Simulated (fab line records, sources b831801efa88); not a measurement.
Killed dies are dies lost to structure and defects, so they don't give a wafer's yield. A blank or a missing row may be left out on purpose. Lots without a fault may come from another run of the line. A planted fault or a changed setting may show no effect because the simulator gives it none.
fab line records | flow sky130
record lots=12 wafers=35 last_day=50
route steps=708 shown FIELD_ISO@1 NWELL@34 DNWELL@43 PAD_OPEN@708
lots that met no fault: from a run of the same line without faults
start_h: hours from the record's first day to the start of the lot's first wafer shown | wait_h: hours since the lot's step before | " the same as in the row above | L1.1+2: a row that stands for several wafers | - no value, or no start given | * or withheld: withheld | < > ~ a bound
route shown NAME@n: a module of which the file shows steps, and the number in the route of the first | usual: mean/standard deviation of fault-free wafers | same: alike in all rows | chamber/n: place in a boat | sites: the reading at each site | _std_site: their standard deviation | _edge_site: outer sites' mean less inner sites' | radius_mm: how far each site lies from the wafer's centre | mask NAME#n: copy n | behind: the tool/chamber that last shaped the wafer | hold: why the lot was held/for how many hours/how that ended | device: the transistor (n, p or np) that didn't switch | end of line: the same wafers' tests at the end of the route | a step without rows: its recipe alone | killed: dies lost to structure and defects at the first sort, not the wafer's yield | map: a wafer's dies, x killed, . not, _ none there
set.NAME: the setting as run; set.NAME@STEP: as run at that earlier step | model.NAME: the simulator's own value behind a step, which no gauge read
steps of the route over a sample of lots; a table a step, a row a wafer
services: from which hour (start_h, from the record's first day; less than 0 if before it) a tool's chamber was out of use, for how many hours, and why
## steps
# step SKY_FIELD_ISO_BOW_MEAS_00
# recipe mode=bow
# usual INCOMING_BOW=0/6.2
# columns lot.wafer tool chamber start_h wait_h INCOMING_BOW[um]
L753.1 film_metro-02 - 10.00 - 1
L753.5 " - " " -1
L753.6 " - " " 13
L756.1 film_metro-03 - 25.00 - -1
L756.2 " - " " 5
L756.4 " - " " -7
L759.2 film_metro-01 - 40.02 - -1
L759.3 " - " " -4
L759.4 " - " " -11
L760.1 film_metro-02 - 45.00 - -7
L760.3 " - " " 11
L760.4 " - " " 11
L761.1 film_metro-01 - 50.00 - -7
L761.4 " - " " 4
L761.5 " - " " -6
L763.2 film_metro-02 - 60.02 - 3
L763.3 " - " " 8
L763.4 " - " " -2
L764.3 film_metro-01 - 65.04 - 3
L764.4 " - " " 6
L764.6 " - " " 3
L766.3 film_metro-03 - 75.04 - -4
L766.4 " - " " -1
L772.2 film_metro-02 - 105.02 - 3
L772.5 " - " " 2
L772.6 " - " " -3
L773.1 film_metro-01 - 110.00 - -3
L773.3 " - " " -2
L773.6 " - " " 6
L774.1 film_metro-02 - 115.00 - 1
L774.4 " - " " 1
L774.5 " - " " 4
L776.3 film_metro-03 - 125.04 - -4
L776.4 " - " " -7
L776.6 " - " " 4
# step SKY_FIELD_ISO_CVD_24
# recipe material=SiO2 target_thk_nm=595 temp_c=650 sigma_open_frac=0.3 time_s=99.2 sih4_flow_sccm=60 pressure_mtorr=6
# columns lot.wafer tool chamber start_h wait_h
L753.1+5+6 hdpcvd-02 2,1,0 33.59 0.1
L756.1+2+4 hdpcvd-01 0,1,2 48.81 0.1
L759.2+3+4 hdpcvd-01 2,0,2 63.01 0.0
L760.1+3+4 hdpcvd-02 1,0,1 68.63 0.1
L761.1+4+5 hdpcvd-02 1,1,0 72.82 0.1
L763.2+3+4 hdpcvd-02 0,2,2 81.41 0.1
L764.3+4+6 hdpcvd-02 2,0,1 89.49 0.0
L766.3+4 hdpcvd-02 2 98.12 0.0
L772.2+5+6 hdpcvd-01 0,0,1 130.82 0.0
L773.1+3+6 hdpcvd-01 2,1,1 135.39 0.1
L774.1+4+5 hdpcvd-01 0,0,2 139.80 0.1
L776.3+4+6 hdpcvd-01 2,0,2 154.15 0.0
# step SKY_FIELD_ISO_THK_MEAS_25
# recipe reads=SiO2_of_FIELD_ISO_CVD_24
# usual FIELD_ISO_CVD_24_THK=594/5.8
# columns lot.wafer tool chamber start_h wait_h FIELD_ISO_CVD_24_THK[nm]
L753.1 film_metro-01 - 33.66 0.0 595
L753.5 " - " " 594
L753.6 " - " " 590
L756.1 film_metro-01 - 48.88 0.0 602
L756.2 " - " " 597
L756.4 " - " " 591
L759.2 film_metro-03 - 63.09 0.0 589
L759.3 " - " " 610
L759.4 " - " " 596
L760.1 film_metro-03 - 68.70 0.0 595
L760.3 " - " " 587
L760.4 " - " " 593
L761.1 film_metro-03 - 72.89 0.0 592
L761.4 " - " " 592
L761.5 " - " " 582
L763.2 film_metro-01 - 81.49 0.0 766
L763.3 " - " " 598
L763.4 " - " " 786
L764.3 film_metro-03 - 89.59 0.1 596
L764.4 " - " " 776
L764.6 " - " " 599
L766.3 film_metro-01 - 98.21 0.1 603
L766.4 " - " " 784
L772.2 film_metro-01 - 130.90 0.0 587
L772.5 " - " " 586
L772.6 " - " " 594
L773.1 film_metro-02 - 135.46 0.0 592
L773.3 " - " " 596
L773.6 " - " " 603
L774.1 film_metro-03 - 139.88 0.0 590
L774.4 " - " " 591
L774.5 " - " " 586
L776.3 film_metro-02 - 154.24 0.1 595
L776.4 " - " " 591
L776.6 " - " " 592
# step SKY_FIELD_ISO_CMP_27
# recipe stop_on=Si3N4 t_overpolish_s=16 down_force_psi=4 platen_rpm=60 target_thk_nm=457.8 pad_velocity_m_s=0.94248
# usual motor_current_A=12.1/1.3 time_to_endpoint_s=113/5.8
# columns lot.wafer tool chamber start_h wait_h motor_current_A time_to_endpoint_s
L753.1 cmp-02 3 35.37 0.1 12.7 120
L753.6 " 0 " " 10.5 124
L753.5 " 1 " " 10.7 108
L756.4 cmp-02 0 50.44 0.0 10.7 125
L756.1 " 1 " " 10.7 114
L756.2 " 3 " " 12.5 125
L759.4 cmp-01 3 64.69 0.0 11.9 114
L759.3 " 1 " " 10.4 118
L759.2 " 2 " " 14.3 108
L760.4 cmp-01 1 71.58 0.0 11.2 111
L760.1 " 3 " " 11.3 113
L760.3 " 0 " " 13.1 110
L761.4 cmp-01 0 75.84 0.1 13.6 111
L761.1 " 2 " " 14.9 113
L761.5 " 3 " " 11.7 108
L763.2 cmp-01 1 85.51 0.1 10.9 144
L763.4 " 2 " " 14.3 148
L763.3 " 3 " " 11.8 113
L764.3 cmp-01 2 91.42 0.1 13.8 112
L764.4 " 3 " " 11.7 143
L764.6 " 1 " " 11.4 111
L766.4 cmp-01 1 100.21 0.5 11.5 147
L766.3 " 0 " " 13.0 110
L772.2 cmp-01 3 133.90 0.0 12.2 110
L772.6 " 3 " " 11.4 107
L772.5 " 0 " " 13.8 105
L773.3 cmp-01 3 137.85 0.1 12.0 111
L773.1 " 0 " " 13.3 112
L773.6 " 2 " " 14.8 110
L774.4 cmp-02 1 141.44 0.0 10.7 110
L774.1 " 2 " " 11.9 110
L774.5 " 2 " " 11.7 111
L776.3 cmp-02 1 155.83 0.1 11.1 109
L776.4 " 3 " " 12.0 119
L776.6 " 1 " " 11.3 107
# step SKY_NWELL_THK_MEAS_02
# recipe reads=SiO2_of_NWELL_OXIDATION_01
# usual NWELL_OXIDATION_THK=10.03/0.15
# columns lot.wafer tool chamber start_h wait_h NWELL_OXIDATION_THK[nm]
L753.1 film_metro-04 - 37.52 0.0 9.98
L753.5 " - " " 9.89
L753.6 " - " " 10.00
L756.1 film_metro-04 - 53.25 0.0 10.05
L756.2 " - " " 10.08
L756.4 " - " " 9.89
L759.2 film_metro-04 - 68.56 0.0 10.14
L759.3 " - " " 10.22
L759.4 " - " " 10.15
L760.1 film_metro-01 - 74.68 0.0 10.03
L760.3 " - " " 10.13
L760.4 " - " " 9.84
L761.1 film_metro-04 - 78.69 0.0 10.27
L761.4 " - " " 10.13
L761.5 " - " " 10.23
L763.2 film_metro-04 - 88.27 0.0 10.04
L763.3 " - " " 10.14
L763.4 " - " " 10.24
L764.3 film_metro-03 - 94.78 0.0 10.00
L764.4 " - " " 10.11
L764.6 " - " " 9.94
L766.3 film_metro-04 - 104.04 0.0 10.03
L766.4 " - " " 10.12
L772.2 film_metro-01 - 136.31 0.0 9.92
L772.5 " - " " 10.05
L772.6 " - " " 10.15
L773.1 film_metro-04 - 140.72 0.0 10.32
L773.3 " - " " 10.29
L773.6 " - " " 10.30
L774.1 film_metro-04 - 143.79 0.0 10.12
L774.4 " - " " 9.94
L774.5 " - " " 10.05
L776.3 film_metro-03 - 159.95 0.0 10.20
L776.4 " - " " 10.09
L776.6 " - " " 10.09
# step SKY_DNWELL_STRIP_08
# recipe chemistry=O2/N2 power_w=1400 pressure_mtorr=1500 platen_temp_c=withheld o2_flow_sccm=3000 n2_flow_sccm=300 overash_fraction=0.5
# usual drypump_motor_current_A=5.8/0.59 oes_product_au=0.722/0.005 strip_time_to_endpoint_s=36.87/0.1
# same overash_fraction=0.5
# columns lot.wafer tool chamber start_h wait_h drypump_motor_current_A oes_product_au rf_hours_counter_h strip_time_to_endpoint_s
L753.1 plasma_asher-04 1 52.54 0.1 6.4 0.725 37 36.99
L753.5 " 0 " " 5.3 0.718 - 36.91
L753.6 " 1 " " 6.5 0.728 - 37.02
L756.1 plasma_asher-04 1 69.41 0.1 6.5 0.728 38 36.95
L756.2 " 0 " " 5.2 0.723 38 37.02
L756.4 " 0 " " 5.2 0.727 - 36.94
L759.2 plasma_asher-02 0 85.56 0.1 6.8 0.714 28 36.88
L759.3 " 1 " " 5.4 0.717 - 36.89
L759.4 " 0 " " 6.8 0.733 - 36.94
L760.1 plasma_asher-02 1 90.51 0.1 5.3 0.722 28 36.75
L760.3 " 0 " " 6.7 0.727 - 36.82
L760.4 " 1 " " 5.3 0.720 - 36.84
L761.1 plasma_asher-01 1 95.99 0.1 5.6 0.714 41 36.97
L761.4 " 1 " " 5.6 0.720 - 36.96
L761.5 " 0 " " 5.3 0.719 - 36.91
L763.2 plasma_asher-02 0 105.61 0.1 6.7 0.726 30 36.85
L763.3 " 1 " " 5.3 0.721 - 36.77
L763.4 " 0 " " 6.7 0.722 - 36.74
L764.3 plasma_asher-04 1 112.54 0.1 6.5 0.722 - 37.07
L764.4 " 0 " " 5.2 0.719 - 36.99
L764.6 " 0 " " 5.2 0.719 - 36.97
L766.3 plasma_asher-02 1 122.38 0.1 5.3 0.723 - 36.78
L766.4 " 0 " " 6.8 0.729 - 36.80
L772.2 plasma_asher-04 0 155.76 0.1 5.3 0.722 47 36.90
L772.5 " 0 " " 5.2 0.721 - 36.91
L772.6 " 1 " " 6.5 0.722 - 36.93
L773.1 plasma_asher-01 1 160.26 0.1 5.6 0.733 4 36.77
L773.3 " 0 " " 5.3 0.730 - 36.78
L773.6 " 0 " " 5.3 0.722 - 36.72
L774.1 plasma_asher-01 0 164.01 0.1 5.3 0.722 4 37.00
L774.4 " 0 " " 5.3 0.716 - 36.93
L774.5 " 0 " " 5.3 0.726 - 36.89
L776.3 plasma_asher-02 0 180.69 0.1 6.8 0.720 - 36.80
L776.4 " 1 " " 5.3 0.716 - 36.76
L776.6 " 1 " " 5.4 0.723 - 36.70
# step SKY_PAD_OPEN_PROBE_99
# usual killed_at_M0_to_M3=42/7.3 killed_at_M4_up=3.4/2 killed_at_contacts=24/5.8 killed_at_front_end=15/4.6 killed_at_other=0.3/0.62 killed_dies=84/9.8 killed_open=47/6.9 killed_short=38/6.3
# same gross_dies=492 killed_at_back_side=0
# columns lot.wafer tool chamber start_h wait_h killed_at_M0_to_M3 killed_at_M4_up killed_at_contacts killed_at_front_end killed_at_other killed_dies killed_open killed_short
L759.2 prober-01 - 1165.92 0.1 36 1 25 12 0 74 41 33
L760.1 prober-02 - 1168.20 0.1 33 3 21 10 0 67 35 32
L760.3 prober-02 - 1168.30 0.2 29 4 19 17 0 69 36 33
L760.4 prober-02 - 1168.35 0.2 36 2 17 27 0 82 40 42
L774.1 prober-02 - 1183.23 0.1 47 10 21 12 0 90 48 42
L774.4 prober-02 - 1183.38 0.2 43 7 16 9 0 75 51 24
L774.5 prober-02 - 1183.43 0.2 58 7 21 7 0 93 51 42
# killed by level:class
L759.2 VIA1:geometric_particle:open=14 CONTACT:geometric_particle:open=6 LI_CONTACT:geometric_particle:open=6 METAL2:geometric_particle:short=6 CONTACT:geometric_particle:short=5 FIELD_ISO:geometric_particle:open=4 FIELD_ISO:geometric_particle:short=3 METAL1:geometric_particle:short=3
L760.1 METAL2:geometric_particle:short=7 CONTACT:geometric_particle:open=6 VIA1:geometric_particle:open=6 LI_CONTACT:geometric_particle:open=5 VIA2:geometric_particle:open=4 METAL3:geometric_particle:short=4 VIA3:geometric_particle:open=4 FIELD_ISO:geometric_particle:short=3
L760.3 VIA1:geometric_particle:open=8 POLY_GATE:geometric_particle:short=6 CONTACT:geometric_particle:open=6 LOCAL_INTERCONNECT:geometric_particle:short=5 POLY_GATE:geometric_particle:open=4 VIA2:geometric_particle:open=4 LI_CONTACT:geometric_particle:open=3 VIA3:geometric_particle:open=3
L760.4 POLY_GATE:geometric_particle:short=9 METAL1:geometric_particle:short=9 CONTACT:geometric_particle:open=8 VIA3:geometric_particle:open=8 VIA2:geometric_particle:open=5 FIELD_ISO:geometric_particle:short=4 FIELD_ISO:geometric_particle:open=4 POLY_GATE:geometric_particle:open=4
L774.1 VIA1:geometric_particle:open=13 VIA3:geometric_particle:open=9 METAL4:geometric_particle:short=8 LI_CONTACT:geometric_particle:open=6 METAL2:geometric_particle:short=5 CONTACT:geometric_particle:open=5 METAL1:geometric_particle:short=5 VIA2:geometric_particle:open=5
L774.4 VIA1:geometric_particle:open=13 VIA2:geometric_particle:open=10 VIA3:geometric_particle:open=7 LI_CONTACT:geometric_particle:open=5 CONTACT:geometric_particle:open=5 FIELD_ISO:geometric_particle:open=4 CONTACT:geometric_particle:short=4 METAL2:geometric_particle:short=4
L774.5 VIA1:geometric_particle:short=10 VIA3:geometric_particle:open=9 VIA1:geometric_particle:open=7 VIA2:geometric_particle:open=7 LI_CONTACT:geometric_particle:open=6 METAL1:geometric_particle:short=6 CONTACT:geometric_particle:open=6 METAL2:geometric_particle:short=6
## services
# columns tool chamber start_h hours kind
cmp-01 - 9.71 0.3 repair
plasma_asher-04 - 13.76 14.6 pm
cmp-02 - 15.31 1.9 repair
cmp-02 - 19.49 1.8 repair
hdpcvd-01 - 27.73 1.2 repair
cmp-01 - 43.09 5.7 pm
cmp-02 - 43.87 6.2 repair
cmp-01 - 57.48 0.3 repair
cmp-02 - 64.04 4.0 pm
hdpcvd-01 - 66.75 15.0 pm
hdpcvd-01 0 66.75 15.0 vent_cycle
hdpcvd-01 1 66.75 18.5 vent_cycle
hdpcvd-01 2 66.75 15.0 vent_cycle
hdpcvd-01 1 76.60 7.6 repair
hdpcvd-01 0 81.75 - clean
hdpcvd-01 1 81.75 - clean
hdpcvd-01 2 81.75 - clean
cmp-02 - 81.95 47.4 repair
hdpcvd-01 - 82.53 2.8 pm
plasma_asher-02 - 92.78 3.9 repair
plasma_asher-01 - 108.75 9.0 pm
plasma_asher-01 - 127.27 1.2 repair
hdpcvd-02 - 137.74 2.8 pm
cmp-01 - 175.81 6.1 pm
## key
first_sign step=SKY_FIELD_ISO_THK_MEAS_25 reading=FIELD_ISO_CVD_24_THK direction=up sigmas=32 usual=594 struck=778
effect step=SKY_FIELD_ISO_CMP_27 reading=time_to_endpoint_s direction=up sigmas=5.6 usual=* struck=*
met_at SKY_FIELD_ISO_CVD_24
struck_lots L763,L764,L766
struck_wafers L763.2,L763.4,L764.4,L766.4
tester_left_out L763,L764,L766
not_acting_at SKY_FIELD_ISO_BOW_MEAS_00,SKY_NWELL_THK_MEAS_02,SKY_DNWELL_STRIP_08
onset_between 72.82 81.41
fault kind=process_parameter_drift tool=hdpcvd-02 chamber=- onset_h=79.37 steps=SKY_FIELD_ISO_CVD_24 channel=target_thk_nm offset=181.3 shape=step end_h=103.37 scope=struck_wafers_only acts_in=these_recipes_only stated=595
# tester_left_out: of these lots the tester's yield and bins aren't shown, on N5 and GAA mostly nor the transistor test; their killed dies are dies lost to structure and defects alone, not to doping, threshold or leakage, so they don't give the yield
